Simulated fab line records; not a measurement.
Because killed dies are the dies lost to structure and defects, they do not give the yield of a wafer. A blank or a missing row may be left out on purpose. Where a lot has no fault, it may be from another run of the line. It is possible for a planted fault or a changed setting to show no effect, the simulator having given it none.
Which tool did it? + flow sky130 + Sampling: 12 lots, 36 wafers, 6 of 708 route steps

== WHAT EACH GAUGE READ, for each wafer ==
SKY_PWDE_OVL_MEAS_07.
| lot  | measured    | on         | PWDE_OVL (nm)  |
|------|-------------|------------|----------------|
| L422 | day 3 19:53 | overlay-02 | -0.6 -1.2 -1.9 |
| L424 | day 4 05:05 | overlay-01 | -1.0 -0.6 -0.6 |
| L426 | day 4 19:18 | overlay-02 | 0.0 1.7 -0.8   |
| L429 | day 5 10:47 | overlay-01 | 0.4 -0.2 0.3   |
| L430 | day 5 19:39 | overlay-01 | -0.1 0.9 0.3   |
| L431 | day 6 00:06 | overlay-01 | 1.7 -0.7 -0.4  |
| L433 | day 6 06:41 | overlay-01 | 2.2 3.6 1.3    |
| L434 | day 6 16:23 | overlay-02 | -0.6 -0.8 -0.4 |
| L435 | day 6 23:07 | overlay-01 | -1.1 -1.5 0.1  |
| L436 | day 7 00:50 | overlay-02 | -0.2 -1.3 1.0  |
| L443 | day 8 18:24 | overlay-01 | 1.9 -0.1 1.3   |
| L445 | day 9 07:17 | overlay-01 | 0.8 1.5 -0.8   |

SKY_VT_ADJUST_LVTN_OVL_MEAS_18.
| lot  | measured     | on         | VT_ADJUST_LVTN_01_OVL (nm) |
|------|--------------|------------|----------------------------|
| L422 | day 7 16:23  | overlay-02 | -0.3 -1.0 -0.2             |
| L424 | day 8 03:47  | overlay-01 | -0.2 -0.8 2.4              |
| L426 | day 8 19:43  | overlay-02 | 0.1 1.5 1.7                |
| L429 | day 9 16:47  | overlay-01 | -0.6 -0.1 1.9              |
| L430 | day 10 02:42 | overlay-02 | -0.2 1.3 -1.9              |
| L431 | day 10 08:36 | overlay-02 | 0.0 0.9 0.3                |
| L433 | day 10 16:26 | overlay-01 | -1.2 -0.7 -2.3             |
| L434 | day 11 04:31 | overlay-01 | 1.4 1.6 1.8                |
| L435 | day 11 10:53 | overlay-02 | 0.6 1.2 3.1                |
| L436 | day 11 13:19 | overlay-02 | 3.4 0.6 3.7                |
| L443 | day 13 15:18 | overlay-02 | -1.2 -1.1 -0.5             |
| L445 | day 14 08:07 | overlay-02 | 1.6 1.9 3.5                |

SKY_VT_ADJUST_HVTR_CD_MEAS_07: target cd 380 nm.
| lot  | measured     | on       | cdNm (nm)         |
|------|--------------|----------|-------------------|
| L422 | day 9 09:58  | cdSem-02 | 381.2 381.9 382.1 |
| L424 | day 9 22:01  | cdSem-02 | 378.1 377.1 374.8 |
| L426 | day 10 15:18 | cdSem-01 | 381.1 381.3 381.3 |
| L429 | day 11 14:50 | cdSem-01 | 378.6 377.4 378.7 |
| L430 | day 12 00:34 | cdSem-02 | 383.0 383.3 381.5 |
| L431 | day 12 08:02 | cdSem-02 | 381.6 381.8 381.3 |
| L433 | day 12 16:41 | cdSem-02 | 379.4 376.6 378.8 |
| L434 | day 13 05:31 | cdSem-01 | 378.0 377.2 376.9 |
| L435 | day 13 13:00 | cdSem-02 | 381.0 382.5 379.9 |
| L436 | day 13 14:40 | cdSem-02 | - - -             |
| L443 | day 15 22:08 | cdSem-01 | 384.7 382.7 385.1 |
| L445 | day 16 14:14 | cdSem-01 | 382.5 380.1 380.7 |

SKY_VT_ADJUST_HVTR_TW_MEAS_11.
| lot  | measured     | on           | VT_ADJUST_HVTR_TW             |
|------|--------------|--------------|-------------------------------|
| L422 | day 9 10:22  | filmMetro-02 | 207.2 208.0 207.2             |
| L424 | day 9 22:25  | filmMetro-04 | 207.4 207.4 207.0             |
| L426 | day 10 15:41 | filmMetro-04 | 208.7 207.7 208.9             |
| L429 | day 11 15:15 | filmMetro-01 | 209.5 210.7 210.4             |
| L430 | day 12 00:58 | filmMetro-01 | 211.6 210.9 210.2             |
| L431 | day 12 08:26 | filmMetro-04 | 210.6 209.6 210.9             |
| L433 | day 12 17:06 | filmMetro-04 | 209.9 210.1 210.2             |
| L434 | day 13 05:55 | filmMetro-02 | 206.3 208.3 207.7             |
| L435 | day 13 13:23 | filmMetro-04 | 208.6 209.2 208.5             |
| L436 | day 13 15:04 | filmMetro-02 | 29.4 29.3 29.3 29.4 29.4 29.5 |
| L443 | day 15 22:31 | filmMetro-02 | 205.2 206.5 206.6             |
| L445 | day 16 14:37 | filmMetro-02 | 207.5 207.8 205.6             |

SKY_SONOS_TUNNEL_OVL_MEAS_08.
| lot  | measured     | on         | SONOS_TUNNEL_OVL (nm) |
|------|--------------|------------|-----------------------|
| L422 | day 11 07:30 | overlay-02 | -0.1 1.6 -0.1         |
| L424 | day 11 20:52 | overlay-01 | 0.4 1.3 1.1           |
| L426 | day 12 15:22 | overlay-02 | -1.8 -1.0 -2.7        |
| L429 | day 13 17:38 | overlay-02 | -1.2 -1.2 1.1         |
| L430 | day 14 04:02 | overlay-01 | 0.7 -0.7 -0.1         |
| L431 | day 14 11:50 | overlay-02 | -0.9 -1.8 -0.3        |
| L433 | day 14 20:16 | overlay-02 | 0.5 1.0 -1.1          |
| L434 | day 15 10:55 | overlay-02 | -0.8 -3.0 -1.4        |
| L435 | day 15 19:28 | overlay-01 | -0.7 0.7 -0.1         |
| L443 | day 18 08:32 | overlay-02 | -0.9 -1.8 -1.1        |
| L445 | day 19 00:01 | overlay-01 | 0.3 1.3 0.5           |

== TOOL THAT RAN EACH LOT (tool first, then ch and the chambers of the sampled wafers, then the start) ==
| lot  | SKY_VT_ADJUST_HVTR_EXPOSE_04       |
|------|------------------------------------|
| L422 | ilineStepper-02 ch 0, day 8 23:26  |
| L424 | ilineStepper-01 ch 0, day 9 11:13  |
| L426 | ilineStepper-01 ch 0, day 10 04:39 |
| L429 | ilineStepper-01 ch 0, day 11 03:41 |
| L430 | ilineStepper-01 ch 0, day 11 12:40 |
| L431 | ilineStepper-01 ch 0, day 11 19:46 |
| L433 | ilineStepper-02 ch 0, day 12 04:47 |
| L434 | ilineStepper-02 ch 0, day 12 17:11 |
| L435 | ilineStepper-02 ch 0, day 13 00:15 |
| L436 | ilineStepper-02 ch 0, day 13 02:08 |
| L443 | ilineStepper-02 ch 0, day 15 08:29 |
| L445 | ilineStepper-02 ch 0, day 16 00:24 |
- SKY_VT_ADJUST_HVTR_EXPOSE_04: exposes mask HVTRM, target cd 380 nm.

== WHAT THE TOOLS THEMSELVES READ (means of the sampled wafers that have a number; where no wafer has one, the mark that the record gives instead) ==
The record holds no such reading with a usual standard deviation.

== THE ANSWER, worked out from the rows above alone ==
Rule: usual is defined by the lots themselves. Put in order of their means at a reading, lots are off if they are a third of the lots or fewer, leave a main group of 4 or more, and stand apart from it by a gap of 3 or more times the standard deviation of the main group's means; of several such gaps the widest counts. The tables above print the reading to a certain number of digits; a main group whose means all agree to those digits is not used. A lot without any number at a reading at which 4 lots or more have one is off too. The other lots that the step has rows for count as sound. The gauges are gone through in route order, then the tools' own readings, and for those a lot's mean is taken as printed above. The first step at which some lot is off is used, and at that step the reading that is off furthest; a lot without a number counts as furthest.
Off, at SKY_VT_ADJUST_HVTR_CD_MEAS_07 on cdNm: L436. Without a number there: L436. Main group: mean 380.4 nm, sd 2.3.
If a tool, at a process step before that reading, ran all the lots that are off and no sound lot after the first of them, it fits. The gauges at SKY_VT_ADJUST_HVTR_CD_MEAS_07 aren't tried: what is off there is off at SKY_VT_ADJUST_HVTR_TW_MEAS_11 too, on other tools, and a gauge's error can't cause that. None of those tried fits.

== WHAT THE SIMULATOR HAD PUT IN ==
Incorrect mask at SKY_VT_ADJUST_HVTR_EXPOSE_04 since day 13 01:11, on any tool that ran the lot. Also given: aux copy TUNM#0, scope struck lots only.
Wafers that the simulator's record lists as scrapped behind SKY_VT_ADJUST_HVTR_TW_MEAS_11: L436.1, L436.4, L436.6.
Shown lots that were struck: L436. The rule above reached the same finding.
